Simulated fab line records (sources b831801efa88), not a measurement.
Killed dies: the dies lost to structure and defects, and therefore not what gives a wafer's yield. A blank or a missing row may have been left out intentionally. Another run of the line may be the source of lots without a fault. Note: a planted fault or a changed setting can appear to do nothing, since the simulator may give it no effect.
Struck lot and sound lot, side by side -- flow sky130 -- 30 steps out of a route of 708
Sound: wafers L364.2, L364.3, L364.5. Wafers struck: L377.1, L377.3, L377.4. Last of all comes the cause.
For every step that has rows: the tool of each side, followed by ch and its chambers, followed by its first start. Under that, the readings that differ: sound wafers -- struck wafers -- difference of the means -- sigmas: that difference in standard deviations of wafers without a fault.
alike: readings with means less than 2 such deviations apart, plus words and numbers identical on both sides. not compared: withheld readings, readings lacking a value on some wafer, bounds such as >300 that could conceal the same value, and numbers that have no deviation in the record and whose values overlap.
A row with sigmas, a row that says differs or no value, or rows on one side alone: a step with any of these is where the two part. Numbers that don't overlap but have no deviation are shown without sigmas and don't part them. A reading that every wafer of one side lacks parts them only if that side has two wafers or more.

first, 5 steps without rows for these wafers: SKY_SONOS_ONO_COAT_08 (resist thk 1140 nm); SKY_SONOS_ONO_SOFTBAKE_09 (time 60 s); SKY_SONOS_ONO_EXPOSE_10 (exposes mask ONOM, target cd 410 nm); SKY_SONOS_ONO_PEB_11; SKY_SONOS_ONO_DEVELOP_12 (develop time 60 s).
SKY_SONOS_ONO_CD_MEAS_13 targets a cd of 410 nm.
  sound: cd_sem-01 at day 12 22:35; struck: cd_sem-02 at day 16 22:35
  alike: cd_nm
SKY_SONOS_ONO_OVL_MEAS_14:
  sound: overlay-02 at day 12 22:41; struck: overlay-02 at day 16 22:43
  alike: SONOS_ONO_OVL
SKY_SONOS_ONO_ETCH_15: etches the open film in CHF3/O2, target depth 19.52 nm, time 7.8 s.
  sound on rie_diel-03 ch 1,3, day 12 22:43; struck on rie_diel-03 ch 1,2,3, day 16 22:44
  alike: drypump_motor_current_A, oes_product_au, throttle_valve_pct
  not compared: rf_hours_counter_h
then, 1 step without rows for these wafers: SKY_SONOS_ONO_WET_ETCH_16 (etches SiO2 in dHF, target depth 14 nm, time 280 s).
SKY_SONOS_ONO_STRIP_17: strips in O2/N2.
  sound on plasma_asher-02 ch 0,1, day 12 22:49; struck on plasma_asher-02 ch 0,1, day 16 22:52
  alike: drypump_motor_current_A, oes_product_au, strip_time_to_endpoint_s
  not compared: rf_hours_counter_h
then, 2 steps without rows for these wafers: SKY_SONOS_ONO_WET_ETCH_18 (etches Si3N4 in H3PO4, target depth 15 nm, time 172 s); SKY_GATE_OXIDE_CLEAN_00 (cleans in SC1/SC2, time 150 s).
SKY_GATE_OXIDE_OXIDATION_01: stabilise 600 s, purge 300 s, target thk 10.268 nm.
  sound on furnace-02 ch 0, day 13 01:19; struck on furnace-01 ch 0, day 17 01:30
  alike: tube_center_temp_C, zone_power_top_pct
SKY_GATE_OXIDE_THK_MEAS_02:
  sound: film_metro-03 at day 13 02:44; struck: film_metro-04 at day 17 03:04
reading,sound,struck,difference,sigmas
GATE_OXIDE_OXIDATION_00_THK (nm),10.15 10.27 10.15,16.96 16.77 17.11,+6.76,+31
then, 7 steps without rows for these wafers: SKY_GATE_OXIDE_DEHYDRATE_03 (time 60 s); SKY_GATE_OXIDE_HMDS_04 (prime time 60 s); SKY_GATE_OXIDE_COAT_05 (resist thk 1140 nm); SKY_GATE_OXIDE_SOFTBAKE_06 (time 60 s); SKY_GATE_OXIDE_EXPOSE_07 (exposes mask LVOM, target cd 600 nm); SKY_GATE_OXIDE_PEB_08; SKY_GATE_OXIDE_DEVELOP_09 (develop time 60 s).
SKY_GATE_OXIDE_OVL_MEAS_10:
  sound: overlay-02 at day 14 04:21; struck: overlay-02 at day 18 06:11
  alike: GATE_OXIDE_OVL
then, 2 steps without rows for these wafers: SKY_GATE_OXIDE_IMPLANT_11; SKY_GATE_OXIDE_WET_ETCH_12 (etches SiO2 in dHF, target depth 16.8 nm, time 336 s).
SKY_GATE_OXIDE_STRIP_13: strips in O2/N2.
  sound on plasma_asher-04 ch 0,1, day 14 04:38; struck on plasma_asher-04 ch 0,1, day 18 06:29
  alike: drypump_motor_current_A, oes_product_au, strip_time_to_endpoint_s
  not compared: rf_hours_counter_h
SKY_GATE_OXIDE_TW_MEAS_14:
  sound: film_metro-04 at day 14 04:45; struck: film_metro-03 at day 18 06:35
reading,sound,struck,difference,sigmas
GATE_OXIDE_TW,223.9 222.1 223.0,225.0 226.1 226.6,+2.9,+2
SKY_GATE_OXIDE_CLEAN_15: cleans in SC1/SC2, time 150 s.
  sound on wet_bench-03 ch 0, day 14 04:48; struck on wet_bench-03 ch 3, day 18 06:38
reading,sound,struck,difference,sigmas
model.SiO2_of_GATE_OXIDE_OXIDATION_01.thk_nm (nm),9.78 9.922 9.786,16.6 16.46 16.79,+6.8,
SKY_GATE_OXIDE_OXIDATION_16: stabilise 600 s, purge 300 s, target thk 3.57 nm.
  sound on furnace-02 ch 0, day 14 05:38; struck on furnace-02 ch 0, day 18 07:35
reading,sound,struck,difference,sigmas
model.SiO2_of_GATE_OXIDE_OXIDATION_01.thk_nm (nm),11.5 11.61 11.48,17.86 17.74 18.06,+6.36,
  alike: tube_center_temp_C, zone_power_top_pct
then, 1 step without rows for these wafers: SKY_POLY_GATE_CVD_00 (deposits poly-Si, target thk 180 nm, time 720 s).
-- the record jumps here: 31 days lie between the struck wafers' starts before and after (it left off in module POLY_GATE and takes up again in module PAD_OPEN, whose first step shown is number 708 of the route) --
SKY_PAD_OPEN_PROBE_99:
  sound: prober-02 at day 46 00:33; struck: prober-01 at day 48 22:52
reading,sound,struck,difference,sigmas
model.etest.nfet_16v.r_on_ohm_um,1.398e+04 1.405e+04 1.406e+04,1.781e+04 1.763e+04 1.776e+04,+3.703e+03,
model.etest.tip_sonos.rs_ohm_sq,2621 2628 2591,5629 5507 5807,+3034,
model.etest.pfet_16v.r_on_ohm_um,1.51e+04 1.487e+04 1.481e+04,1.801e+04 1.823e+04 1.826e+04,+3.240e+03,
model.etest.pfet_g5v0d10v5.r_on_ohm_um,4732 4803 4793,6354 6285 6477,+1596,
model.etest.nfet_g5v0d10v5.r_on_ohm_um,1908 1919 1907,2488 2462 2500,+572,
model.etest.tip_p.rs_ohm_sq,6816 6809 6791,7211 7227 7226,+416,
model.etest.pfet_01v8.r_on_ohm_um,2884 2879 2920,3181 3140 3190,+276,
model.etest.nfet_g5v0d10v5.drive_ua_um,604.3 600.5 603.3,388.9 392.2 384.4,-214.2,
  alike: killed_at_M0_to_M3, killed_at_M4_up, killed_at_contacts, killed_at_front_end, killed_at_other, killed_dies, killed_open, killed_short

WHERE THEY PART
At SKY_GATE_OXIDE_THK_MEAS_02 first; at SKY_GATE_OXIDE_TW_MEAS_14 last (within this record only). Later steps at which nothing parts them and some readings are alike: SKY_GATE_OXIDE_OXIDATION_16, SKY_PAD_OPEN_PROBE_99.

WHY: what the simulator had put in
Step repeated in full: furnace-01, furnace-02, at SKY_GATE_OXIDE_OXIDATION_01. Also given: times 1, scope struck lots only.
